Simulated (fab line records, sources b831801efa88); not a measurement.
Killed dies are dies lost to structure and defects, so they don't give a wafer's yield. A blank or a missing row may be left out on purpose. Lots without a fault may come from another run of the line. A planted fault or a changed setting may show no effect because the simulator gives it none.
fab line records | flow sky130
record lots=6 wafers=16 last_day=50
route steps=708 shown VIA4@651 METAL5@661 PAD_OPEN@708
lots that met no fault: from a run of the same line without faults
start_h: hours from the record's first day to the start of the lot's first wafer shown | wait_h: hours since the lot's step before | " the same as in the row above | L1.1+2: a row that stands for several wafers | - no value, or no start given | * or withheld: withheld | < > ~ a bound
route shown NAME@n: a module of which the file shows steps, and the number in the route of the first | usual: mean/standard deviation of fault-free wafers | same: alike in all rows | chamber/n: place in a boat | sites: the reading at each site | _std_site: their standard deviation | _edge_site: outer sites' mean less inner sites' | radius_mm: how far each site lies from the wafer's centre | mask NAME#n: copy n | behind: the tool/chamber that last shaped the wafer | hold: why the lot was held/for how many hours/how that ended | device: the transistor (n, p or np) that didn't switch | end of line: the same wafers' tests at the end of the route | a step without rows: its recipe alone | killed: dies lost to structure and defects at the first sort, not the wafer's yield | map: a wafer's dies, x killed, . not, _ none there
set.NAME: the setting as run; set.NAME@STEP: as run at that earlier step | model.NAME: the simulator's own value behind a step, which no gauge read
lots at some steps of the route; a table a step, a row a wafer
services: from which hour (start_h, from the record's first day; less than 0 if before it) a tool's chamber was out of use, for how many hours, and why
## steps
# step SKY_VIA4_ETCH_12
# recipe target=SiO2 chemistry=C4F8/O2/Ar stop_on=TiN mask_material=NOVOLAK source_w=1500 bias_w=1200 pressure_mtorr=40 c4f8_flow_sccm=withheld O2_flow_sccm=6 Ar_flow_sccm=300 time_s=withheld target_depth_a=5800
# step SKY_VIA4_STRIP_13
# recipe chemistry=O2/N2 power_w=1400 pressure_mtorr=1500 platen_temp_c=withheld o2_flow_sccm=3000 n2_flow_sccm=300 overash_fraction=0.5
# usual drypump_motor_current_A=5.6/0.51 oes_product_au=0.709/0.0046 strip_time_to_endpoint_s=12.81/0.032
# columns lot.wafer tool chamber start_h wait_h drypump_motor_current_A oes_product_au rf_hours_counter_h strip_time_to_endpoint_s
L344.4 plasma_asher-03 1 1014.97 - 5.8 0.710 - 12.76
L344.5 " 0 " " 4.8 0.715 - 12.81
L344.6 " 1 " " 5.8 0.705 - 12.84
L345.1 plasma_asher-03 0 1033.54 - 4.8 0.711 60 12.78
L345.2 " 1 " " 5.8 0.707 60 12.83
L345.4 " 0 " " 4.8 0.710 - 12.77
L357.1 plasma_asher-03 1 1101.24 - 5.8 0.709 67 12.80
L357.4 " 1 " " 5.8 0.712 - 12.80
L358.1 plasma_asher-02 1 1105.97 - 5.8 0.702 37 12.84
L358.4 " 1 " " 5.8 0.711 - 12.80
L364.1 plasma_asher-01 0 1140.42 - 5.2 0.717 7 12.82
L364.5 " 0 " " 5.2 0.709 - 12.82
L364.6 " 1 " " 6.3 0.706 - 12.81
L365.1 plasma_asher-01 0 1143.29 - 5.2 0.713 7 12.85
L365.3 " 0 " " 5.2 0.698 - 12.82
L365.4 " 1 " " 6.3 0.708 - 12.82
# step SKY_VIA4_STRIP_14
# recipe chemistry=post_etch_residue_remover time_s=1200 temp_c=72.5
# step SKY_VIA4_CLEAN_15
# recipe chemistry=IPA time_s=180 temp_c=25
# step SKY_VIA4_CLEAN_16
# recipe chemistry=O3/DIW dry=n2_spin
# step SKY_VIA4_SPUTTER_17
# recipe material=TiN target_thk_nm=20 chamber_pressure_pa=5 power_w=4000 time_s=80
# usual throttle_valve_pct=29.9/1.1
# columns lot.wafer tool chamber start_h wait_h throttle_valve_pct
L344.4 pvd_sputter-02 - 1015.55 0.0 28.4
L344.5 " - " " 28.7
L344.6 " - " " 31.2
L345.1 pvd_sputter-01 - 1034.20 0.0 30.0
L345.2 " - " " 29.7
L345.4 " - " " 30.8
L357.1 pvd_sputter-01 - 1101.84 0.0 30.7
L357.4 " - " " 30.1
L358.1 pvd_sputter-01 - 1106.58 0.0 28.2
L358.4 " - " " 30.9
L364.1 pvd_sputter-01 - 1141.05 0.0 29.7
L364.5 " - " " 30.4
L364.6 " - " " 28.2
L365.1 pvd_sputter-04 - 1143.90 0.0 31.4
L365.3 " - " " 28.3
L365.4 " - " " 31.4
# step SKY_VIA4_CVD_18
# recipe material=W target_thk_nm=505 time_s=152.14 temp_c=400 pressure_torr=40
# step SKY_VIA4_RS_MEAS_19
# recipe thk_meas_gauge=four-point-probe reads=W_of_VIA4_CVD_18+TiN_of_VIA4_SPUTTER_17
# usual VIA4_W_RS=0.2283/0.0024
# columns lot.wafer tool chamber start_h wait_h VIA4_W_RS[ohm/sq]
L344.4 film_metro-04 - 1015.83 0.1 0.2261
L344.5 " - " " 0.2255
L344.6 " - " " 0.2254
L345.1 film_metro-03 - 1034.56 0.3 0.2341
L345.2 " - " " 0.2309
L345.4 " - " " 0.2306
L357.1 film_metro-01 - 1102.05 0.1 0.2270
L357.4 " - " " 0.2280
L358.1 film_metro-04 - 1106.79 0.1 0.2289
L358.4 " - " " 0.2279
L364.1 film_metro-01 - 1141.26 0.1 0.2250
L364.5 " - " " 0.2272
L364.6 " - " " 0.2276
L365.1 film_metro-04 - 1144.26 0.3 0.2264
L365.3 " - " " 0.2256
L365.4 " - " " 0.2276
# step SKY_VIA4_THK_MEAS_20
# recipe thk_meas_gauge=xrf reads=W_of_VIA4_CVD_18
# usual VIA4_W_THK=501/7
# columns lot.wafer tool chamber start_h wait_h VIA4_W_THK[nm]
L344.4 film_metro-04 - 1015.92 0.1 504
L344.5 " - " " 506
L344.6 " - " " 504
L345.1 film_metro-03 - 1034.68 0.1 482
L345.2 " - " " 489
L345.4 " - " " 488
L357.1 film_metro-01 - 1102.17 0.1 503
L357.4 " - " " 495
L358.1 film_metro-04 - 1106.91 0.1 503
L358.4 " - " " 502
L364.1 film_metro-01 - 1141.38 0.1 504
L364.5 " - " " 501
L364.6 " - " " 500
L365.1 film_metro-04 - 1144.38 0.1 511
L365.3 " - " " 514
L365.4 " - " " 508
# step SKY_VIA4_CMP_21
# recipe stop_on=SiO2 t_overpolish_s=25 down_force_psi=3.5 platen_rpm=60 target_thk_nm=0 pad_velocity_m_s=0.94248
# step SKY_METAL5_SPUTTER_00
# recipe material=Ti target_thk_nm=15 power_w=3000 time_s=10 chamber_pressure_pa=0.4
# step SKY_METAL5_SPUTTER_01
# recipe material=TiN target_thk_nm=20 power_w=6500 time_s=16.7 chamber_pressure_pa=0.4
# usual throttle_valve_pct=30.1/1.1
# columns lot.wafer tool chamber start_h wait_h throttle_valve_pct
L344.4 pvd_sputter-01 - 1016.28 0.0 29.9
L344.5 " - " " 30.6
L344.6 " - " " 30.5
L345.1 pvd_sputter-03 - 1035.07 0.0 31.6
L345.2 " - " " 30.9
L345.4 " - " " 28.8
L357.1 pvd_sputter-03 - 1102.55 0.0 29.9
L357.4 " - " " 30.9
L358.1 pvd_sputter-03 - 1107.29 0.0 29.4
L358.4 " - " " 31.6
L364.1 pvd_sputter-04 - 1141.88 0.0 31.5
L364.5 " - " " 28.2
L364.6 " - " " 31.1
L365.1 pvd_sputter-01 - 1144.77 0.0 27.8
L365.3 " - " " 30.7
L365.4 " - " " 29.6
# step SKY_METAL5_SPUTTER_02
# recipe material=AlCu target_thk_nm=1150 power_w=10600 time_s=61.2 chamber_pressure_pa=0.4
# usual throttle_valve_pct=30.1/1.1
# columns lot.wafer tool chamber start_h wait_h throttle_valve_pct model.AlCu_of_METAL5_SPUTTER_02.thk_nm
L344.4 pvd_sputter-01 - 1016.31 0.0 29.7 1153
L344.5 " - " " 30.2 1157
L344.6 " - " " 30.4 1154
L345.1 pvd_sputter-03 - 1035.09 0.0 31.6 1161
L345.2 " - " " 31.1 1172
L345.4 " - " " 28.5 1160
L357.1 pvd_sputter-03 - 1102.58 0.0 29.7 1145
L357.4 " - " " 30.8 995
L358.1 pvd_sputter-03 - 1107.32 0.0 29.7 1170
L358.4 " - " " 31.6 1009
L364.1 pvd_sputter-04 - 1141.90 0.0 31.5 1148
L364.5 " - " " 28.2 1150
L364.6 " - " " 31.4 1147
L365.1 pvd_sputter-01 - 1144.79 0.0 27.9 1171
L365.3 " - " " 30.8 1157
L365.4 " - " " 29.7 1159
# step SKY_METAL5_SPUTTER_03
# recipe material=Ti target_thk_nm=5 power_w=3000 time_s=3.3 chamber_pressure_pa=0.4
# usual throttle_valve_pct=30.1/1.1
# columns lot.wafer tool chamber start_h wait_h throttle_valve_pct
L344.4 pvd_sputter-01 - 1016.36 0.0 29.8
L344.5 " - " " 30.7
L344.6 " - " " 30.8
L345.1 pvd_sputter-03 - 1035.14 0.0 31.7
L345.2 " - " " 30.8
L345.4 " - " " 28.7
L357.1 pvd_sputter-03 - 1102.63 0.0 29.9
L357.4 " - " " 30.7
L358.1 pvd_sputter-03 - 1107.37 0.0 29.9
L358.4 " - " " 31.6
L364.1 pvd_sputter-04 - 1141.95 0.0 31.5
L364.5 " - " " 28.3
L364.6 " - " " 31.3
L365.1 pvd_sputter-01 - 1144.84 0.0 27.8
L365.3 " - " " 30.7
L365.4 " - " " 29.5
# step SKY_METAL5_SPUTTER_04
# recipe material=TiN target_thk_nm=70 power_w=6500 time_s=58.3 chamber_pressure_pa=0.4
# step SKY_METAL5_RS_MEAS_05
# recipe thk_meas_gauge=four-point-probe reads=TiN_of_METAL5_SPUTTER_04+Ti_of_METAL5_SPUTTER_03+AlCu_of_METAL5_SPUTTER_02+TiN_of_METAL5_SPUTTER_01+Ti_of_METAL5_SPUTTER_00
# usual METAL5_ALCU_RS=0.02706/0.00027
# columns lot.wafer tool chamber start_h wait_h hold METAL5_ALCU_RS[ohm/sq]
L344.4 film_metro-03 - 1016.49 0.1 - 0.02698
L344.5 " - " " - 0.02688
L344.6 " - " " - 0.02701
L345.1 film_metro-02 - 1035.21 0.0 - 0.02685
L345.2 " - " " - 0.02657
L345.4 " - " " - 0.02685
L357.1 film_metro-03 - 1102.70 0.0 await_dispo/0.2h/release 0.02724
L357.4 " - " " await_dispo/0.2h/release 0.03136
L357.1 film_metro-03 - 1102.98 0.3 - 0.02724
L357.4 " - " " - 0.03133
L358.1 film_metro-04 - 1107.44 0.0 await_dispo/0.2h/release 0.02654
L358.4 " - " " await_dispo/0.2h/release 0.03085
L358.1 film_metro-04 - 1107.72 0.3 - 0.02654
L358.4 " - " " - 0.03083
L364.1 film_metro-04 - 1142.02 0.0 - 0.02712
L364.5 " - " " - 0.02704
L364.6 " - " " - 0.02705
L365.1 film_metro-02 - 1144.91 0.0 - 0.02658
L365.3 " - " " - 0.02689
L365.4 " - " " - 0.02685
# step SKY_METAL5_THK_MEAS_06
# recipe thk_meas_gauge=xrf reads=AlCu_of_METAL5_SPUTTER_02
# usual METAL5_ALCU_THK=1171/13
# columns lot.wafer tool chamber start_h wait_h hold METAL5_ALCU_THK[nm]
L344.4 film_metro-03 - 1016.58 0.1 - 1174
L344.5 " - " " - 1175
L344.6 " - " " - 1177
L345.1 film_metro-02 - 1035.33 0.1 - 1187
L345.2 " - " " - 1200
L345.4 " - " " - 1189
L358.1 film_metro-04 - 1109.67 1.9 await_dispo/0.2h/release 1180
L358.4 " - " " await_dispo/0.2h/release 1009
L358.1 film_metro-04 - 1109.90 0.2 - 1178
L358.4 " - " " - 1013
L357.1 film_metro-03 - 1110.77 7.8 await_dispo/0.2h/release 1179
L357.4 " - " " await_dispo/0.2h/release 1012
L357.1 film_metro-03 - 1111.05 0.3 - 1172
L357.4 " - " " - 1011
L364.1 film_metro-04 - 1142.14 0.1 - 1169
L364.5 " - " " - 1166
L364.6 " - " " - 1170
L365.1 film_metro-02 - 1145.03 0.1 - 1194
L365.3 " - " " - 1175
L365.4 " - " " - 1184
# step SKY_METAL5_HMDS_08
# recipe prime_time_s=60 prime_temp_c=120
# step SKY_METAL5_COAT_09
# recipe resist=NOVOLAK spin_rpm=3000 resist_thk_nm=1800
# step SKY_METAL5_SOFTBAKE_10
# recipe temp_c=90 time_s=60 resist=NOVOLAK
# step SKY_METAL5_EXPOSE_11
# recipe mask_id=MM5 na=0.6 source_shape=conventional sigma_outer=0.6 polarization=unpolarized target_cd_nm=1600 dose_mj=190
# step SKY_METAL5_PEB_12
# recipe temp_c=withheld time_s=* resist=NOVOLAK
# step SKY_METAL5_DEVELOP_13
# recipe resist=NOVOLAK developer=TMAH develop_time_s=60 dev_temp_c=23
# step SKY_METAL5_DESCUM_14
# recipe chemistry=O2 source_power_w=150 bias_power_w=0 pressure_mtorr=10 temp_c=40 time_s=11
# usual drypump_motor_current_A=5.9/0.53 oes_product_au=1.008/0.0088 temp_c=40.01/0.12
# columns lot.wafer tool chamber start_h wait_h drypump_motor_current_A oes_product_au rf_hours_counter_h temp_c
L344.4 rie_metal-01 1 1038.42 0.1 5.8 1.007 - 40.23
L344.5 " 0 " " 5.9 1.000 - 40.02
L344.6 " 1 " " 5.8 0.997 - 40.11
L345.1 rie_metal-03 1 1057.30 0.1 5.1 1.003 10 39.86
L345.2 " 0 " " 6.6 1.007 1 39.91
L345.4 " 1 " " 5.1 1.013 - 40.29
L357.1 rie_metal-04 1 1122.91 0.1 6.5 0.997 24 39.95
L357.4 " 0 " " 5.6 1.003 - 40.00
L358.1 rie_metal-04 1 1127.56 0.1 6.4 0.997 24 39.88
L358.4 " 0 " " 5.6 1.013 - 39.85
L364.1 rie_metal-01 1 1160.41 0.1 5.8 1.005 7 40.02
L364.5 " 0 " " 5.8 1.010 - 40.17
L364.6 " 1 " " 5.8 1.003 - 39.98
L365.1 rie_metal-03 0 1162.55 0.1 6.5 1.017 10 40.02
L365.3 " 1 " " 5.1 0.992 - 39.97
L365.4 " 0 " " 6.6 1.016 - 39.94
# step SKY_METAL5_METAL_ETCH_15
# recipe target_depth_a=12600 stop_on=SiO2 over_etch_frac=0.2 time_s=252 chemistry=Cl2/BCl3 resist_sidewall_deg=86 pressure_mtorr=10 icp_w=900 bias_w=48.5 Cl2_flow_sccm=60 bcl3_flow_sccm=30
# usual drypump_motor_current_A=5.9/0.53 oes_product_au=0.893/0.0046 throttle_valve_pct=22.263/0.01
# columns lot.wafer tool chamber start_h wait_h drypump_motor_current_A oes_product_au rf_hours_counter_h throttle_valve_pct
L344.4 rie_metal-01 1 1038.52 0.1 5.8 0.897 - 22.266
L344.5 " 0 " " 5.9 0.881 - 22.255
L344.6 " 1 " " 5.8 0.893 - 22.270
L345.1 rie_metal-03 1 1057.33 0.0 5.1 0.890 10 22.274
L345.2 " 0 " " 6.6 0.896 1 22.273
L345.4 " 1 " " 5.1 0.890 - 22.269
L357.1 rie_metal-04 1 1122.95 0.0 6.5 0.893 24 22.256
L357.4 " 0 " " 5.6 0.844 - 22.253
L358.1 rie_metal-04 1 1127.60 0.0 6.5 0.896 24 22.252
L358.4 " 0 " " 5.6 0.846 - 22.250
L364.1 rie_metal-01 1 1160.45 0.0 5.8 0.892 7 22.258
L364.5 " 0 " " 5.9 0.891 - 22.247
L364.6 " 1 " " 5.8 0.887 - 22.262
L365.1 rie_metal-03 0 1162.58 0.0 6.6 0.893 11 22.268
L365.3 " 1 " " 5.1 0.898 - 22.272
L365.4 " 0 " " 6.6 0.896 - 22.269
# step SKY_METAL5_STRIP_16
# recipe chemistry=O2/N2 power_w=1400 pressure_mtorr=1500 platen_temp_c=withheld o2_flow_sccm=3000 n2_flow_sccm=300 overash_fraction=0.5
# step SKY_PAD_OPEN_PROBE_99
# columns lot.wafer tool chamber start_h wait_h hold model.etest.met5.rs_ohm_sq model.etest.met5.line_ohm_um
L344.4 prober-01 - 1085.65 0.2 - 0.02723 0.01696
L344.5 prober-01 - 1085.70 0.2 - 0.02712 0.01698
L344.6 prober-01 - 1085.75 0.2 - 0.02696 0.01682
L345.1 prober-02 - 1102.35 0.1 - 0.02679 0.01674
L345.2 prober-02 - 1102.40 0.1 - 0.02672 0.01684
L345.4 prober-02 - 1102.50 0.2 - 0.02691 0.01679
L357.1 prober-02 - 1163.50 0.1 await_dispo/3.1h/release 0.02738 0.01714
L357.4 prober-02 - 1163.65 0.2 await_dispo/3.1h/release 0.03134 0.01955
L358.1 prober-01 - 1167.20 0.1 await_dispo/1.3h/release 0.02705 0.0169
L358.4 prober-01 - 1167.35 0.2 await_dispo/1.3h/release 0.03095 0.01929
L364.1 prober-01 - 1196.67 0.1 - 0.02739 0.01701
L364.5 prober-01 - 1196.87 0.2 - 0.02702 0.01693
L364.6 prober-01 - 1196.92 0.2 - 0.0276 0.01714
L365.1 prober-02 - 1198.20 0.1 - 0.0266 0.01673
L365.3 prober-02 - 1198.30 0.2 - 0.02707 0.01694
L365.4 prober-02 - 1198.35 0.2 - 0.0268 0.01689
# killed by level:class
L344.4 VIA1:geometric_particle:open=13 CONTACT:geometric_particle:open=10 METAL2:geometric_particle:short=8 LI_CONTACT:geometric_particle:open=7 CONTACT:geometric_particle:short=7 VIA2:geometric_particle:open=7 POLY_GATE:geometric_particle:short=5 FIELD_ISO:geometric_particle:short=5
L344.5 VIA1:geometric_particle:open=11 CONTACT:geometric_particle:open=9 CONTACT:geometric_particle:short=8 LI_CONTACT:geometric_particle:open=6 VIA2:geometric_particle:open=5 FIELD_ISO:geometric_particle:open=4 FIELD_ISO:geometric_particle:short=4 METAL4:geometric_particle:short=4
L344.6 LI_CONTACT:geometric_particle:open=10 CONTACT:geometric_particle:open=10 METAL1:geometric_particle:short=7 METAL3:geometric_particle:short=7 FIELD_ISO:geometric_particle:short=6 VIA1:geometric_particle:open=6 VIA2:geometric_particle:open=6 VIA3:geometric_particle:open=6
L345.1 CONTACT:geometric_particle:open=12 VIA1:geometric_particle:open=12 VIA2:geometric_particle:open=11 FIELD_ISO:geometric_particle:open=8 VIA1:geometric_particle:short=8 FIELD_ISO:geometric_particle:short=5 LI_CONTACT:geometric_particle:open=4 LOCAL_INTERCONNECT:geometric_particle:short=4
L345.2 LI_CONTACT:geometric_particle:open=13 VIA1:geometric_particle:open=9 CONTACT:geometric_particle:open=7 METAL1:geometric_particle:short=6 VIA2:geometric_particle:open=6 FIELD_ISO:geometric_particle:short=5 LI_CONTACT:geometric_particle:short=5 METAL2:geometric_particle:short=5
L345.4 LI_CONTACT:geometric_particle:open=8 VIA2:geometric_particle:open=8 METAL1:geometric_particle:short=6 CONTACT:geometric_particle:open=5 VIA3:geometric_particle:open=5 METAL4:geometric_particle:short=5 FIELD_ISO:geometric_particle:open=3 POLY_GATE:geometric_particle:short=3
L364.1 CONTACT:geometric_particle:open=9 VIA1:geometric_particle:open=7 VIA3:geometric_particle:short=6 LOCAL_INTERCONNECT:geometric_particle:short=5 VIA3:geometric_particle:open=5 LI_CONTACT:geometric_particle:short=4 LOCAL_INTERCONNECT:geometric_particle:open=4 FIELD_ISO:geometric_particle:short=3
L364.5 VIA1:geometric_particle:open=11 LI_CONTACT:geometric_particle:open=10 CONTACT:geometric_particle:open=6 VIA2:geometric_particle:open=6 LOCAL_INTERCONNECT:geometric_particle:short=5 METAL2:geometric_particle:short=5 VIA3:geometric_particle:open=5 FIELD_ISO:geometric_particle:short=4
L364.6 CONTACT:geometric_particle:open=10 VIA3:geometric_particle:open=10 VIA1:geometric_particle:open=9 LOCAL_INTERCONNECT:geometric_particle:short=7 FIELD_ISO:geometric_particle:short=5 METAL1:geometric_particle:short=5 VIA2:geometric_particle:short=5 METAL4:geometric_particle:short=4
L365.1 CONTACT:geometric_particle:open=14 VIA1:geometric_particle:open=11 VIA2:geometric_particle:open=10 VIA3:geometric_particle:open=9 POLY_GATE:geometric_particle:short=7 FIELD_ISO:geometric_particle:short=6 VIA2:geometric_particle:short=6 POLY_GATE:geometric_particle:open=5
L365.3 CONTACT:geometric_particle:open=10 FIELD_ISO:geometric_particle:open=8 VIA1:geometric_particle:open=7 VIA3:geometric_particle:open=7 FIELD_ISO:geometric_particle:short=6 METAL1:geometric_particle:short=6 LI_CONTACT:geometric_particle:open=5 VIA2:geometric_particle:open=5
L365.4 VIA1:geometric_particle:open=9 FIELD_ISO:geometric_particle:short=7 LI_CONTACT:geometric_particle:open=7 CONTACT:geometric_particle:short=7 VIA3:geometric_particle:open=6 METAL4:geometric_particle:short=6 CONTACT:geometric_particle:open=5 VIA1:geometric_particle:short=5
# map L345.1 (x killed, . not)
__________...xx....x_________
________.x......x..x.._______
______...x.........x...x_____
_____xxx.......x.....x.x.____
____......................___
___.x........x..x.....x..xx__
__....x..........x......x..._
_..x......x..................
_x.............x......x.x....
_.......xx.x.x.x...x.xx......
_.........x..........x.......
_..x......x.........xxx...xx.
_.........x.x....xx.....x..x.
_....x...x.......xx....x.x.xx
_.x....x.....x.........x.....
__..x....x..........x....x.._
___.x.x...x.....x.x.......x__
____x...............x..xx.___
_____x.x......x.xxx.xx.x.____
______........x.x....x.._____
________...........x.._______
__________..x.x.xxx._________
# map L364.6 (x killed, . not)
__________xxxxx....._________
________x.......x.x..._______
______x......x......x..._____
_____...x.............x..____
____x.........x..xx..x...x___
___....x..xx.x.........x..x__
__..........x......x...x.x.._
_....x.....x..xx............x
_.....x.......xx.......x.x.x.
_..x.x.......xx.x.x.x........
_x......x...x.......x....x...
_..........x.x..x..........xx
_.x.x..x........x..x......x..
_........x....x...........x..
_.............x....x..xxx.x.x
__....xx.........x..x.x....._
___...x.......x.x..x.......__
____...x...x..............___
_____.....x...x..x......x____
______...........x......_____
________..xxx.....x..._______
__________.........._________
## services
# columns tool chamber start_h hours kind
pvd_sputter-03 - 999.96 16.8 repair
rie_metal-03 0 1014.80 - clean
rie_metal-03 0 1014.80 17.2 scheduled_down
rie_metal-03 0 1014.80 17.2 vent_cycle
rie_metal-04 0 1029.47 - clean
plasma_asher-01 - 1030.18 3.7 repair
rie_metal-01 1 1039.55 - clean
rie_metal-01 1 1039.55 27.8 scheduled_down
rie_metal-01 1 1039.55 27.8 vent_cycle
plasma_asher-01 - 1055.25 9.0 pm
pvd_sputter-03 1 1068.82 - consumable_replace:kit
pvd_sputter-03 1 1068.82 18.0 scheduled_down
pvd_sputter-03 1 1068.82 18.0 vent_cycle
pvd_sputter-01 1 1083.67 - consumable_replace:kit
pvd_sputter-01 1 1083.67 18.0 scheduled_down
pvd_sputter-01 1 1083.67 18.0 vent_cycle
pvd_sputter-04 3 1095.60 - consumable_replace:kit
pvd_sputter-04 3 1095.60 18.0 scheduled_down
pvd_sputter-04 3 1095.60 18.0 vent_cycle
pvd_sputter-03 0 1132.56 - consumable_replace:kit
pvd_sputter-03 0 1132.56 18.0 scheduled_down
pvd_sputter-03 0 1132.56 18.0 vent_cycle
pvd_sputter-04 - 1134.25 5.6 repair
pvd_sputter-04 - 1162.26 1.0 repair
## key
first_sign step=SKY_METAL5_RS_MEAS_05 reading=visit direction=added
effect step=SKY_METAL5_RS_MEAS_05 reading=METAL5_ALCU_RS direction=up sigmas=15 usual=0.02706 struck=0.0311
effect step=SKY_METAL5_THK_MEAS_06 reading=visit direction=added
effect step=SKY_METAL5_THK_MEAS_06 reading=METAL5_ALCU_THK direction=down sigmas=12 usual=1171 struck=1010
effect step=SKY_METAL5_METAL_ETCH_15 reading=oes_product_au direction=down sigmas=10 usual=0.893 struck=0.845
effect step=SKY_PAD_OPEN_PROBE_99 reading=hold direction=added
model_effect step=SKY_METAL5_SPUTTER_02 value=AlCu_of_METAL5_SPUTTER_02.thk_nm without=1155 struck=1002
model_effect step=SKY_PAD_OPEN_PROBE_99 value=etest.met5.rs_ohm_sq without=0.02699 struck=0.03114
met_at SKY_METAL5_SPUTTER_02
struck_wafers L357.4,L358.4
sort_left_out L357.4,L358.4
onset_between 1035.09 1102.58
fault kind=process_parameter_drift tool=pvd_sputter-03 chamber=- onset_h=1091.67 steps=SKY_METAL5_SPUTTER_02 channel=time_s offset=* shape=step end_h=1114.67 scope=struck_wafers_only acts_in=* stated=*
# sort_left_out: the simulated sort isn't trusted on such a fault, so these wafers' sort isn't shown, and their yield isn't known
